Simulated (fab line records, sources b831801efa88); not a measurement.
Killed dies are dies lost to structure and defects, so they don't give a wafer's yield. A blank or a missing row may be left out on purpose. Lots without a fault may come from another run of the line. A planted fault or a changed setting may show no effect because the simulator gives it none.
Which tool did it? | flow sky130 | 12 lots, 36 wafers sampled, at 6 steps of a route of 708

WHAT THE GAUGES READ, wafer by wafer
SKY_VT_ADJUST_PCH_TW_MEAS_10. Usual: VT_ADJUST_PCH_TW 143.0, standard deviation 1.1.
lot  | measured     | on            | VT_ADJUST_PCH_TW  | flag
L998 | day 11 09:25 | film_metro-01 | 144.3 143.6 143.1 |
L999 | day 11 10:23 | film_metro-02 | 141.2 141.0 141.5 |
L100 | day 11 20:25 | film_metro-03 | 143.6 144.0 143.1 |
L108 | day 13 18:44 | film_metro-03 | 144.0 144.0 144.2 |
L110 | day 14 05:02 | film_metro-03 | 144.0 143.8 144.1 |
L112 | day 14 18:19 | film_metro-02 | 142.5 142.1 141.4 |
L113 | day 15 06:05 | film_metro-01 | 143.4 143.1 143.5 |
L114 | day 15 18:25 | film_metro-03 | 144.4 144.8 144.8 |
L115 | day 15 19:08 | film_metro-01 | 142.9 142.8 143.6 |
L117 | day 16 13:21 | film_metro-01 | 142.8 143.3 143.2 |
L120 | day 17 11:56 | film_metro-03 | 144.2 143.7 144.6 |
L121 | day 17 21:14 | film_metro-03 | 144.3 144.3 144.4 |

SKY_POLY_GATE_CD_MEAS_13: target cd 150 nm. Usual: cd_nm 150.2 nm, standard deviation 1.3.
lot  | measured     | on        | cd_nm (nm)        | flag
L998 | day 17 06:34 | cd_sem-01 | 149.9 150.7 147.6 |
L999 | day 17 12:37 | cd_sem-01 | 149.1 150.0 150.0 |
L100 | day 18 02:23 | cd_sem-02 | 150.0 148.3 149.9 |
L108 | day 20 07:59 | cd_sem-01 | 149.6 149.2 151.1 |
L110 | day 20 19:40 | cd_sem-02 | 150.8 152.5 149.8 |
L112 | day 21 13:10 | cd_sem-02 | 150.7 150.9 150.4 |
L113 | day 22 02:19 | cd_sem-01 | 149.2 150.3 150.0 |
L114 | day 22 17:40 | cd_sem-02 | 148.9 149.8 148.5 |
L115 | day 22 17:01 | cd_sem-02 | 150.5 150.8 150.9 |
L117 | day 23 11:01 | cd_sem-01 | 151.8 151.4 151.5 |
L120 | day 24 14:08 | cd_sem-01 | 151.3 150.6 150.8 |
L121 | day 24 18:47 | cd_sem-02 | 152.1 151.3 151.9 |

SKY_LDD_N_TW_MEAS_17. Usual: LDD_N_TW 2602, standard deviation 15.
lot  | measured     | on            | LDD_N_TW       | flag
L998 | day 18 16:56 | film_metro-03 | 2615 2628 2603 |
L999 | day 18 22:25 | film_metro-03 | 2630 2618 2626 |
L100 | day 19 12:48 | film_metro-01 | 2607 2606 2625 |
L108 | day 21 20:42 | film_metro-01 | 2708 2697 2717 | OFF
L110 | day 22 06:40 | film_metro-03 | 2697 2722 2702 | OFF
L112 | day 22 23:11 | film_metro-03 | 2586 2604 2595 |
L113 | day 23 12:41 | film_metro-01 | 2618 2593 2602 |
L114 | day 24 02:48 | film_metro-03 | 2597 2576 2579 |
L115 | day 24 01:36 | film_metro-03 | 2586 2589 2573 |
L117 | day 24 21:51 | film_metro-01 | 2611 2612 2605 |
L120 | day 25 22:32 | film_metro-04 | 2615 2600 2597 |
L121 | day 26 02:17 | film_metro-03 | 2592 2582 2591 |

SKY_LDD_HVN_TW_MEAS_10. Usual: LDD_HVN_TW 1443, standard deviation 8.7.
lot  | measured     | on            | LDD_HVN_TW     | flag
L998 | day 21 06:38 | film_metro-03 | 1449 1439 1446 |
L999 | day 21 12:59 | film_metro-01 | 1451 1453 1445 |
L100 | day 22 03:27 | film_metro-03 | 1446 1445 1453 |
L108 | day 24 09:07 | film_metro-03 | 1439 1438 1437 |
L110 | day 24 17:58 | film_metro-02 | 1436 1440 1441 |
L112 | day 25 10:37 | film_metro-01 | 1463 1450 1454 |
L113 | day 25 23:38 | film_metro-02 | 1432 1443 1435 |
L114 | day 26 13:28 | film_metro-02 | 1431 1436 1428 |
L115 | day 26 12:52 | film_metro-01 | 1458 1461 1455 |
L117 | day 27 07:36 | film_metro-03 | 1436 1440 1443 |
L120 | day 28 08:14 | film_metro-01 | 1428 1428 1429 |
L121 | day 28 11:37 | film_metro-02 | 1438 1440 1440 |

WHICH TOOL RAN EACH LOT (tool, then ch and the chambers of the sampled wafers, then the start)
lot  | SKY_LDD_N_IMPLANT_11            | SKY_LDD_N_STRIP_16
L998 | implanter-01 ch 0, day 18 16:07 | plasma_asher-04 ch 0,1, day 18 16:51
L999 | implanter-04 ch 0, day 18 21:35 | plasma_asher-04 ch 0,1, day 18 22:18
L100 | implanter-01 ch 0, day 19 11:59 | plasma_asher-04 ch 0,1, day 19 12:42
L108 | implanter-01 ch 0, day 21 19:34 | plasma_asher-03 ch 0,1, day 21 20:37
L110 | implanter-02 ch 0, day 22 05:30 | plasma_asher-03 ch 0,1, day 22 06:34
L112 | implanter-04 ch 0, day 22 22:20 | plasma_asher-03 ch 1, day 22 23:05
L113 | implanter-01 ch 0, day 23 11:52 | plasma_asher-03 ch 0,1, day 23 12:36
L114 | implanter-04 ch 0, day 24 01:57 | plasma_asher-01 ch 0,1, day 24 02:42
L115 | implanter-04 ch 0, day 24 00:45 | plasma_asher-01 ch 0,1, day 24 01:30
L117 | implanter-02 ch 0, day 24 21:01 | plasma_asher-04 ch 1, day 24 21:44
L120 | implanter-04 ch 0, day 25 21:43 | plasma_asher-03 ch 0,1, day 25 22:27
L121 | implanter-04 ch 0, day 26 01:26 | plasma_asher-01 ch 1, day 26 02:11
- SKY_LDD_N_IMPLANT_11
- SKY_LDD_N_STRIP_16: strips in O2/N2.

WHAT THE TOOLS THEMSELVES READ (means of the sampled wafers that have a number; where no wafer has one, the mark that the record gives instead)
SKY_LDD_N_IMPLANT_11. Usual: beam_energy_keV 20.000, standard deviation 0.007.
lot  | tool         | beam_energy_keV | flag
L998 | implanter-01 | 20.003          |
L999 | implanter-04 | 19.999          |
L100 | implanter-01 | 20.002          |
L108 | implanter-01 | 20.000          |
L110 | implanter-02 | 19.997          |
L112 | implanter-04 | 19.998          |
L113 | implanter-01 | 19.994          |
L114 | implanter-04 | 19.995          |
L115 | implanter-04 | 20.002          |
L117 | implanter-02 | 20.014          |
L120 | implanter-04 | 20.002          |
L121 | implanter-04 | 19.998          |

SKY_LDD_N_STRIP_16. Usual: drypump_motor_current_A 5.8 A, standard deviation 0.6; oes_product_au 0.406 a.u., standard deviation 0.0045; strip_time_to_endpoint_s 4.315 s, standard deviation 0.012.
lot  | tool            | drypump_motor_current_A (A) | oes_product_au (a.u.) | strip_time_to_endpoint_s (s) | flag
L998 | plasma_asher-04 | 5.8                         | 0.406                 | 4.300                        |
L999 | plasma_asher-04 | 5.8                         | 0.404                 | 4.316                        |
L100 | plasma_asher-04 | 5.9                         | 0.404                 | 4.311                        |
L108 | plasma_asher-03 | 5.8                         | 0.404                 | 4.526                        | OFF
L110 | plasma_asher-03 | 5.4                         | 0.410                 | 4.525                        | OFF
L112 | plasma_asher-03 | 6.3                         | 0.407                 | 4.316                        |
L113 | plasma_asher-03 | 5.8                         | 0.405                 | 4.321                        |
L114 | plasma_asher-01 | 5.9                         | 0.407                 | 4.330                        |
L115 | plasma_asher-01 | 6.1                         | 0.406                 | 4.327                        |
L117 | plasma_asher-04 | 6.0                         | 0.413                 | 4.299                        |
L120 | plasma_asher-03 | 5.9                         | 0.405                 | 4.320                        |
L121 | plasma_asher-01 | 5.6                         | 0.408                 | 4.297                        |

THE ANSWER, worked out from the rows above alone
Rule: a lot is off if the mean of its wafers that have a number lies more than 3 standard deviations from the usual mean. A lot without any number at a reading at which 4 lots or more have one is off too. The other lots that the step has rows for count as sound. The gauges are gone through in route order, then the tools' own readings, and for those a lot's mean is taken as printed above. The first step at which some lot is off is used, and at that step the reading that is off furthest; a lot without a number counts as furthest.
Off: L108, L110, at SKY_LDD_N_TW_MEAS_17 (LDD_N_TW).
A tool fits if, at a process step before that reading, it ran every lot that is off, and no sound lot after the first of them. The gauges at SKY_LDD_N_TW_MEAS_17 aren't tried: what is off there is off at SKY_LDD_N_STRIP_16 too, on other tools, and a gauge's error can't cause that. None of those tried fits.

WHAT THE SIMULATOR HAD PUT IN
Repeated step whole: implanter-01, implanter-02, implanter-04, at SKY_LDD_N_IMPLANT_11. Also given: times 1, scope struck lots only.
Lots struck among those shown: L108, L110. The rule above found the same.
